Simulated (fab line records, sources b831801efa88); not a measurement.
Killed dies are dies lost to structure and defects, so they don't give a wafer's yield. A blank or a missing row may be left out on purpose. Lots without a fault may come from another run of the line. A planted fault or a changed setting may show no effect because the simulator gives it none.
fab line records | flow sfq_line
record lots=14 wafers=42 last_day=92
route steps=325 shown INCOMING@1 I0@55 I3@144 M4@155 JJ@183
lots that met no fault: from a run of the same line without faults
start_h: hours from the record's first day to the start of the lot's first wafer shown | wait_h: hours since the lot's step before | " the same as in the row above | L1.1+2: a row that stands for several wafers | - no value, or no start given | * or withheld: withheld | < > ~ a bound
route shown NAME@n: a module of which the file shows steps, and the number in the route of the first | usual: mean/standard deviation of fault-free wafers | same: alike in all rows | chamber/n: place in a boat | sites: the reading at each site | _std_site: their standard deviation | _edge_site: outer sites' mean less inner sites' | radius_mm: how far each site lies from the wafer's centre | mask NAME#n: copy n | behind: the tool/chamber that last shaped the wafer | hold: why the lot was held/for how many hours/how that ended | device: the transistor (n, p or np) that didn't switch | end of line: the same wafers' tests at the end of the route | a step without rows: its recipe alone | killed: dies lost to structure and defects at the first sort, not the wafer's yield | map: a wafer's dies, x killed, . not, _ none there
set.NAME: the setting as run; set.NAME@STEP: as run at that earlier step | model.NAME: the simulator's own value behind a step, which no gauge read
steps of the route over a sample of lots; a table a step, a row a wafer
services: from which hour (start_h, from the record's first day; less than 0 if before it) a tool's chamber was out of use, for how many hours, and why
## steps
# step SFQ_INCOMING_BOW_MEAS_900
# recipe mode=bow
# usual INCOMING_BOW=0/6.3
# columns lot.wafer tool chamber start_h wait_h INCOMING_BOW[um]
L801.1 film_metro-03 - 10.00 - 1
L801.3 " - " " -1
L801.5 " - " " 2
L802.3 film_metro-01 - 15.04 - 3
L802.4 " - " " -1
L802.6 " - " " 2
L803.2 film_metro-02 - 20.02 - -1
L803.3 " - " " 6
L803.4 " - " " 5
L804.1 film_metro-03 - 25.00 - 4
L804.3 " - " " -6
L804.4 " - " " -4
L806.2 film_metro-01 - 35.02 - 5
L806.3 " - " " 3
L806.4 " - " " 11
L807.4 film_metro-03 - 40.06 - -2
L807.5 " - " " 12
L807.6 " - " " 4
L808.3 film_metro-03 - 45.04 - 9
L808.5 " - " " -3
L808.6 " - " " 6
L814.2 film_metro-02 - 75.02 - 5
L814.3 " - " " 2
L814.5 " - " " 1
L815.2 film_metro-03 - 80.02 - -10
L815.5 " - " " 3
L815.6 " - " " 6
L816.2 film_metro-02 - 85.02 - -12
L816.3 " - " " -8
L816.4 " - " " -4
L818.2 film_metro-02 - 95.02 - 2
L818.5 " - " " -1
L818.6 " - " " -6
L819.3 film_metro-01 - 100.04 - -4
L819.4 " - " " -10
L819.6 " - " " 7
L821.2 film_metro-03 - 110.02 - -2
L821.3 " - " " -9
L821.5 " - " " -4
L823.1 film_metro-02 - 120.00 - -8
L823.2 " - " " 7
L823.6 " - " " 1
# step SFQ_TRILAYER_I0_VIA_ETCH_VIA_ETCH_034
# recipe target=SiO2 stop_on=Nb mask_material=PR taper_deg=20 chemistry=CHF3 target_depth_nm=260 source_w=500 bias_w=80 pressure_mtorr=30 time_s=withheld
# usual bias_w=80.00/0.23 chamber_pressure_mTorr=29.995/0.027 drypump_motor_current_A=5.9/0.6 oes_product_au=0.854/0.0053 rf_fwd_power_W=497.7/1.6
# columns lot.wafer tool chamber start_h wait_h bias_w chamber_pressure_mTorr drypump_motor_current_A oes_product_au rf_fwd_power_W
L801.1 rie_diel-04 1 203.20 0.0 80.12 30.003 6.4 0.847 499.6
L801.3 " 2 " " 80.13 30.005 6.2 0.852 497.6
L801.5 " 0 " " 80.13 29.974 5.2 0.857 498.0
L802.3 rie_diel-02 2 212.80 0.0 79.82 30.005 6.7 0.854 498.4
L802.4 " 1 " " 80.10 30.047 5.8 0.851 495.3
L802.6 " 2 " " 79.55 30.030 6.7 0.854 498.1
L803.2 rie_diel-01 1 303.07 0.0 80.31 30.026 6.7 0.852 499.3
L803.3 " 2 " " 80.24 30.019 4.9 0.852 496.3
L803.4 " 3 " " 80.13 30.025 6.4 0.858 497.9
L804.1 rie_diel-04 2 316.40 0.0 79.98 30.050 6.3 0.853 494.4
L804.3 " 0 " " 79.67 29.981 5.2 0.862 498.2
L804.4 " 1 " " 79.98 29.951 6.4 0.858 502.1
L806.2 rie_diel-01 3 330.80 0.0 80.03 29.972 6.4 0.852 500.0
L806.3 " 1 " " 80.08 29.998 6.6 0.855 494.8
L806.4 " 0 " " 79.91 29.978 6.0 0.847 501.2
L807.4 rie_diel-01 1 349.08 0.1 79.86 29.976 6.7 0.849 498.7
L807.5 " 2 " " 79.69 29.919 5.0 0.857 497.4
L807.6 " 1 " " 80.20 30.043 6.7 0.848 498.9
L808.3 rie_diel-01 1 359.80 0.0 79.86 29.974 6.7 0.857 497.0
L808.5 " 2 " " 79.77 29.989 5.0 0.843 496.9
L808.6 " 3 " " 79.91 30.018 6.4 0.859 495.5
L814.2 rie_diel-04 1 417.46 0.0 80.25 29.977 6.4 0.858 499.4
L814.3 " 2 " " 80.06 29.994 6.2 0.855 497.9
L814.5 " 1 " " 80.07 29.994 6.4 0.854 498.4
L815.2 rie_diel-01 3 422.26 0.0 79.93 30.057 6.4 0.862 496.3
L815.5 " 3 " " 79.81 29.978 6.4 0.861 496.8
L815.6 " 2 " " 80.33 30.005 5.0 0.854 496.7
L816.2 rie_diel-02 0 424.66 0.0 80.18 30.047 5.1 0.853 499.4
L816.3 " 2 " " 79.94 29.984 6.7 0.855 494.4
L816.4 " 1 " " 80.49 29.973 5.8 0.858 495.5
L818.2 rie_diel-01 2 443.86 0.0 80.08 30.009 4.9 0.849 495.0
L818.5 " 1 " " 79.46 29.961 6.6 0.857 495.5
L818.6 " 0 " " 80.18 29.970 6.0 0.850 499.3
L819.3 rie_diel-02 0 445.06 0.0 80.32 29.995 5.0 0.859 499.2
L819.4 " 1 " " 79.67 30.006 5.8 0.857 496.7
L819.6 " 3 " " 80.29 29.967 5.6 0.856 496.7
L821.2 rie_diel-04 2 454.66 0.0 80.19 30.002 6.2 0.861 496.9
L821.3 " 0 " " 80.16 30.010 5.2 0.852 497.4
L821.5 " 1 " " 79.79 29.955 6.4 0.857 499.0
L823.1 rie_diel-01 1 473.86 0.0 80.22 30.017 6.7 0.848 498.9
L823.2 " 2 " " 79.90 29.943 5.0 0.867 496.1
L823.6 " 1 " " 80.11 29.988 6.7 0.855 497.4
# step SFQ_TRILAYER_I3_VIA_BARC_OPEN_VIA_ETCH_121
# recipe mask_material=PR chemistry=O2 target_depth_nm=125 target=BARC source_w=500 bias_w=80 pressure_mtorr=30 time_s=41.7
# usual bias_w=80.03/0.24 chamber_pressure_mTorr=30.001/0.026 drypump_motor_current_A=5.9/0.55 oes_product_au=0.685/0.0045 rf_fwd_power_W=494.4/1.9
# columns lot.wafer tool chamber start_h wait_h bias_w chamber_pressure_mTorr drypump_motor_current_A oes_product_au rf_fwd_power_W rf_hours_counter_h
L801.1 rie_diel-03 0 824.02 0.0 79.98 30.005 6.3 0.686 495.8 16
L801.3 " 1 " " 80.02 30.000 5.7 0.679 493.7 9
L801.5 " 1 " " 79.53 30.003 5.7 0.682 494.9 -
L802.3 rie_diel-04 1 855.35 0.0 80.18 30.007 6.4 0.688 494.8 5
L802.4 " 2 " " 80.09 30.038 6.3 0.680 493.4 13
L802.6 " 3 " " 79.80 29.992 5.8 0.683 494.5 -
L803.2 rie_diel-03 2 894.34 0.0 79.86 29.969 5.8 0.691 492.5 15
L803.3 " 3 " " 80.17 30.024 6.7 0.695 492.4 1
L803.4 " 1 " " 80.29 29.984 5.7 0.687 495.1 11
L804.1 rie_diel-04 3 897.89 0.0 79.80 29.983 5.7 0.688 495.4 0
L804.3 " 2 " " 80.01 29.978 6.3 0.677 493.3 14
L804.4 " 1 " " 80.06 30.002 6.4 0.688 496.5 6
L806.2 rie_diel-02 3 904.64 0.0 79.95 29.996 5.6 0.685 494.1 10
L806.3 " 2 " " 80.51 29.985 6.7 0.675 498.2 6
L806.4 " 1 " " 79.46 30.049 5.7 0.688 491.8 17
L807.4 rie_diel-04 2 988.15 0.0 - - - - - -
L807.5 " 3 " " - - - - - -
L807.6 " 0 " " - - - - - -
L808.3 rie_diel-02 1 1015.87 0.0 - - - - - -
L808.5 " 0 " " - - - - - -
L808.6 " 3 " " - - - - - -
L814.2 rie_diel-03 2 1090.65 0.0 80.19 29.950 5.8 0.685 494.9 18
L814.3 " 3 " " 79.97 30.001 6.7 0.689 492.3 4
L814.5 " 2 " " 79.92 30.029 5.7 0.673 495.0 -
L815.2 rie_diel-04 3 1095.45 0.0 80.50 29.968 5.8 0.679 495.3 4
L815.5 " 0 " " 80.11 29.974 5.2 0.683 491.5 -
L815.6 " 3 " " 80.54 30.027 5.7 0.684 494.0 -
L816.2 rie_diel-02 0 1100.37 0.0 80.18 30.002 5.0 0.685 496.6 12
L816.3 " 2 " " 80.22 30.008 6.7 0.687 495.1 9
L816.4 " 1 " " 80.36 30.034 5.8 0.685 491.3 20
L818.2 rie_diel-04 0 1110.10 0.0 80.13 29.987 5.2 0.680 494.1 20
L818.5 " 3 " " 79.37 30.029 5.8 0.696 493.7 -
L818.6 " 1 " " 80.09 29.992 6.4 0.687 495.2 -
L819.3 rie_diel-03 3 1114.90 0.0 80.00 30.018 6.7 0.681 491.7 4
L819.4 " 2 " " 80.24 29.983 5.8 0.687 496.0 18
L819.6 " 0 " " 80.45 30.052 6.3 0.682 496.7 -
L821.2 rie_diel-02 2 1122.10 0.0 80.09 29.986 6.7 0.677 497.4 9
L821.3 " 3 " " 79.65 29.948 5.6 0.678 493.0 13
L821.5 " 1 " " 80.14 29.980 5.8 0.686 496.0 -
L823.1 rie_diel-04 0 1132.90 0.0 80.08 30.038 5.2 0.686 491.4 20
L823.2 " 1 " " 80.01 29.991 6.4 0.688 496.9 10
L823.6 " 1 " " 79.85 30.018 6.4 0.683 498.9 -
# step SFQ_TRILAYER_I3_VIA_ETCH_VIA_ETCH_088
# recipe target=SiO2 stop_on=Nb mask_material=PR taper_deg=20 chemistry=CHF3 target_depth_nm=260 source_w=500 bias_w=80 pressure_mtorr=30 time_s=withheld
# usual bias_w=79.98/0.22 chamber_pressure_mTorr=29.999/0.028 drypump_motor_current_A=5.9/0.55 oes_product_au=0.854/0.005 rf_fwd_power_W=497.9/1.6
# columns lot.wafer tool chamber start_h wait_h bias_w chamber_pressure_mTorr drypump_motor_current_A oes_product_au rf_fwd_power_W
L801.1 rie_diel-03 0 824.06 0.0 79.80 30.050 6.3 0.856 499.4
L801.3 " 1 " " 79.77 30.003 5.7 0.854 498.7
L801.5 " 1 " " 80.21 30.023 5.7 0.855 496.4
L802.3 rie_diel-04 1 855.39 0.0 80.04 30.033 6.4 0.854 499.3
L802.4 " 2 " " 79.87 29.996 6.2 0.853 496.5
L802.6 " 3 " " 80.04 29.973 5.8 0.848 498.0
L803.2 rie_diel-03 2 894.38 0.0 79.77 30.044 5.7 0.842 498.4
L803.3 " 3 " " 79.70 30.003 6.7 0.868 499.8
L803.4 " 1 " " 79.97 30.052 5.7 0.860 496.4
L804.1 rie_diel-04 3 897.93 0.0 79.95 29.982 5.7 0.863 495.5
L804.3 " 2 " " 80.07 29.931 6.3 0.852 499.1
L804.4 " 1 " " 79.94 29.992 6.4 0.844 498.3
L806.2 rie_diel-02 3 904.68 0.0 79.79 29.973 5.6 0.855 495.7
L806.3 " 2 " " 79.75 30.015 6.7 0.864 498.6
L806.4 " 1 " " 80.16 30.012 5.8 0.854 500.7
L807.4 rie_diel-04 2 988.19 0.0 80.02 29.971 6.2 0.378 495.0
L807.5 " 3 " " 79.76 29.991 5.7 0.375 498.6
L807.6 " 0 " " 79.95 30.030 5.2 0.374 499.0
L808.3 rie_diel-02 1 1015.91 0.0 80.03 30.035 5.8 0.378 499.0
L808.5 " 0 " " 79.50 29.958 5.0 0.379 499.3
L808.6 " 3 " " 80.14 29.996 5.6 0.382 497.0
L814.2 rie_diel-03 2 1090.69 0.0 80.12 29.954 5.7 0.867 498.2
L814.3 " 3 " " 79.81 29.953 6.7 0.856 499.9
L814.5 " 2 " " 80.14 29.981 5.8 0.852 495.0
L815.2 rie_diel-04 3 1095.49 0.0 79.91 29.976 5.8 0.852 498.6
L815.5 " 0 " " 79.96 30.035 5.2 0.852 495.7
L815.6 " 3 " " 80.09 30.019 5.8 0.851 499.2
L816.2 rie_diel-02 0 1100.41 0.0 79.90 29.997 5.0 0.852 499.3
L816.3 " 2 " " 79.77 30.003 6.7 0.847 499.0
L816.4 " 1 " " 80.09 29.997 5.7 0.859 499.2
L818.2 rie_diel-04 0 1110.14 0.0 80.02 30.013 5.2 0.866 494.6
L818.5 " 3 " " 80.19 29.975 5.8 0.850 497.9
L818.6 " 1 " " 80.06 29.937 6.4 0.848 497.2
L819.3 rie_diel-03 3 1114.94 0.0 80.01 29.970 6.7 0.857 497.3
L819.4 " 2 " " 80.44 30.032 5.7 0.849 497.4
L819.6 " 0 " " 80.42 30.002 6.4 0.858 500.6
L821.2 rie_diel-02 2 1122.14 0.0 80.25 30.001 6.7 0.852 499.2
L821.3 " 3 " " 80.26 29.966 5.5 0.847 496.9
L821.5 " 1 " " 80.03 29.960 5.8 0.851 499.0
L823.1 rie_diel-04 0 1132.94 0.0 80.09 30.008 5.2 0.865 497.2
L823.2 " 1 " " 80.27 30.014 6.4 0.850 498.0
L823.6 " 1 " " 80.08 30.022 6.4 0.858 497.0
# step SFQ_TRILAYER_M4_LITHO_EXPOSE_094
# recipe mask_id=M4 na=0.6 source_shape=conventional sigma_outer=0.65 target_cd_nm=500 dose_mj=14.4
# usual exposure_dose_mJ_cm2=14.399/0.015 focus_offset_nm=-0.1/0.58
# columns lot.wafer tool chamber start_h wait_h mask exposure_dose_mJ_cm2 focus_offset_nm
L801.1 krf_scanner-02 0 952.89 - M4#0 14.387 0.0
L801.3 " 0 " " M4#0 14.386 -0.4
L801.5 " 0 " " M4#0 14.376 -0.4
L802.3 krf_scanner-01 0 989.41 - M4#0 14.414 -0.7
L802.4 " 0 " " M4#0 14.407 -0.5
L802.6 " 0 " " M4#0 14.433 0.1
L803.2 krf_scanner-01 0 1031.46 - M4#0 14.360 -0.9
L803.3 " 0 " " M4#0 14.372 -0.4
L803.4 " 0 " " M4#0 14.362 -1.6
L804.1 krf_scanner-01 0 1036.06 - M4#0 14.407 0.3
L804.3 " 0 " " M4#0 14.399 -0.1
L804.4 " 0 " " M4#0 14.393 0.1
L806.2 krf_scanner-01 0 1042.26 - M4#0 14.402 0.8
L806.3 " 0 " " M4#0 14.394 0.0
L806.4 " 0 " " M4#0 14.411 -0.3
L807.4 krf_scanner-02 - 1047.01 - M4#0 - -
L807.5 " - " " M4#0 - -
L807.6 " - " " M4#0 - -
L808.3 krf_scanner-02 - 1048.01 - M4#0 - -
L808.5 " - " " M4#0 - -
L808.6 " - " " M4#0 - -
L814.2 krf_scanner-02 0 1092.84 - M4#0 14.405 -0.7
L814.3 " 0 " " M4#0 14.395 -0.3
L814.5 " 0 " " M4#0 14.416 -0.3
L815.2 krf_scanner-02 0 1102.74 - M4#0 14.393 0.5
L815.5 " 0 " " M4#0 14.391 0.3
L815.6 " 0 " " M4#0 14.395 -0.1
L816.2 krf_scanner-02 0 1103.94 - M4#0 14.393 -1.3
L816.3 " 0 " " M4#0 14.367 0.1
L816.4 " 0 " " M4#0 14.380 -0.4
L818.2 krf_scanner-02 0 1112.28 - M4#0 14.392 -0.7
L818.5 " 0 " " M4#0 14.386 -0.2
L818.6 " 0 " " M4#0 14.391 -0.8
L819.3 krf_scanner-02 0 1117.66 - M4#0 14.389 -0.8
L819.4 " 0 " " M4#0 14.374 -0.7
L819.6 " 0 " " M4#0 14.406 -0.1
L821.2 krf_scanner-02 0 1124.28 - M4#0 14.396 0.9
L821.3 " 0 " " M4#0 14.411 0.3
L821.5 " 0 " " M4#0 14.398 0.3
L823.1 krf_scanner-02 0 1134.88 - M4#0 14.424 -0.4
L823.2 " 0 " " M4#0 14.399 -1.0
L823.6 " 0 " " M4#0 14.402 0.3
# step SFQ_JJ_RS_MEAS_929
# recipe thk_meas_gauge=four-point-probe reads=Nb_of_TRILAYER_JJ_TRILAYER_DEP_SPUTTER_112
# usual JJ_NB_RS=1.043/0.011
# columns lot.wafer tool chamber start_h wait_h JJ_NB_RS[ohm/sq]
L801.1 film_metro-02 - 1134.13 0.2 1.041
L801.3 " - " " 1.027
L801.5 " - " " 1.022
L802.3 film_metro-02 - 1147.28 0.1 1.043
L802.4 " - " " 1.055
L802.6 " - " " 1.040
L803.2 film_metro-03 - 1183.32 0.1 1.051
L803.3 " - " " 1.037
L803.4 " - " " 1.054
L804.1 film_metro-01 - 1189.12 0.0 1.033
L804.3 " - " " 1.032
L804.4 " - " " 1.043
L806.2 film_metro-02 - 1196.34 0.1 1.057
L806.3 " - " " 1.054
L806.4 " - " " 1.047
L807.4 film_metro-02 - 1202.38 0.1 1.053
L807.5 " - " " 1.044
L807.6 " - " " 1.042
L808.3 film_metro-01 - 1207.00 0.1 1.044
L808.5 " - " " 1.036
L808.6 " - " " 1.039
L814.2 film_metro-01 - 1252.56 0.1 1.046
L814.3 " - " " 1.048
L814.5 " - " " 1.045
L815.2 film_metro-01 - 1259.38 0.1 1.054
L815.5 " - " " 1.039
L815.6 " - " " 1.045
L816.2 film_metro-02 - 1262.96 0.1 1.057
L816.3 " - " " 1.049
L816.4 " - " " 1.062
L818.2 film_metro-03 - 1272.56 0.1 1.050
L818.5 " - " " 1.047
L818.6 " - " " 1.059
L819.3 film_metro-02 - 1273.78 0.1 1.046
L819.4 " - " " 1.047
L819.6 " - " " 1.035
L821.2 film_metro-02 - 1280.96 0.1 1.048
L821.3 " - " " 1.036
L821.5 " - " " 1.039
L823.1 film_metro-02 - 1295.94 0.0 1.042
L823.2 " - " " 1.028
L823.6 " - " " 1.043
## services
# columns tool chamber start_h hours kind
rie_diel-04 2 183.16 7.2 repair
rie_diel-02 2 198.41 12.4 repair
rie_diel-04 1 219.44 2.6 repair
rie_diel-02 - 253.88 0.2 repair
rie_diel-02 0 308.40 51.7 repair
rie_diel-04 2 426.69 9.6 repair
rie_diel-04 0 433.57 1.4 repair
rie_diel-04 - 438.88 14.6 pm
rie_diel-04 - 458.37 5.5 repair
rie_diel-04 - 487.68 0.7 repair
rie_diel-04 3 511.10 8.8 repair
rie_diel-04 0 555.83 15.7 repair
rie_diel-04 - 600.93 0.8 repair
rie_diel-04 - 633.17 2.8 pm
rie_diel-04 0 746.09 7.4 repair
rie_diel-04 1 861.68 7.4 repair
rie_diel-04 - 879.86 0.1 repair
rie_diel-04 3 911.57 8.2 repair
rie_diel-04 0 915.36 15.6 repair
rie_diel-04 2 926.08 18.5 repair
rie_diel-04 2 958.43 7.4 repair
rie_diel-04 2 1006.26 132.0 repair
rie_diel-04 - 1027.43 2.2 repair
rie_diel-04 0 1121.48 8.1 repair
## key
first_sign step=SFQ_TRILAYER_I3_VIA_BARC_OPEN_VIA_ETCH_121 reading=tool_record direction=missing
effect step=SFQ_TRILAYER_I3_VIA_ETCH_VIA_ETCH_088 reading=oes_product_au direction=down sigmas=96 usual=0.854 struck=0.378
effect step=SFQ_TRILAYER_M4_LITHO_EXPOSE_094 reading=tool_record direction=missing
met_at SFQ_TRILAYER_I3_VIA_BARC_OPEN_VIA_ETCH_121
struck_lots L807,L808
not_acting_at SFQ_INCOMING_BOW_MEAS_900,SFQ_TRILAYER_I0_VIA_ETCH_VIA_ETCH_034,SFQ_JJ_RS_MEAS_929
onset_between 904.64 988.15
fault kind=skipped_step_whole tool=rie_diel-02,rie_diel-04 chamber=- onset_h=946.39 steps=SFQ_TRILAYER_I3_VIA_BARC_OPEN_VIA_ETCH_121 scope=struck_lots_only
